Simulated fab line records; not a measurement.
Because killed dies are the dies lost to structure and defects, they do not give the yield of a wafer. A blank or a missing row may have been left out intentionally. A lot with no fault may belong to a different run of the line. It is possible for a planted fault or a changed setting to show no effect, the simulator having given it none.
Matching of chambers	flow sky130	SKY_VIA1_ETCH_15 on rie diel-01 has 4 sister chambers
The step etches SiO2 in C4F8/O2/Ar, stops on TiN, target depth 351 nm, time 54 s. 8 wafers are shown with their chamber, then 7 later ones without.

## WAFERS PAIRED WITH THEIR CHAMBERS
wafer	chamber	oes product au (a.u.)
L889.5	0	0.985
L892.4	1	0.984
L892.5	2	0.977
L891.1	3	0.971
L891.4	1	0.987
L891.5	0	0.983
L894.1	3	0.981
L894.3	2	0.973

## WAFERS WITH NO CHAMBER GIVEN
wafer	oes product au (a.u.)
L894.6	0.981
L897.3	0.984
L897.5	0.982
L897.6	0.983
L909.1	0.978
L909.2	0.978
L909.6	0.979

## WHICH CHAMBER EACH ONE RAN IN
wafer	from the rows above	in truth
L894.6	can't be placed: 0 or 1 or 3 or 2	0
L897.3	can't be placed: 0 or 1 or 3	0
L897.5	can't be placed: 0 or 1 or 3 or 2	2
L897.6	can't be placed: 0 or 1 or 3 or 2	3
L909.1	can't be placed: 3 or 2 or 0 or 1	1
L909.2	can't be placed: 3 or 2 or 0 or 1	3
L909.6	can't be placed: 3 or 2 or 0 or 1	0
Placed correctly: 0 of 7. Can't be placed from these rows: 7 (the true chamber is among the candidates in 7). 0 placed wrongly.
How it was worked out, from the rows above alone: a wafer's distance from a chamber is the root of the sum, over the readings, of the square of ((its reading less the chamber's mean) divided by the reading's scatter). The wafer belongs to the nearest chamber; if the next one is less than 2 further off, it can't be placed. A chamber's mean is the mean of its shown wafers. The scatter: the root of (the sum of the squares of (reading less its chamber's mean) over the shown wafers, divided by (wafers less chambers)).
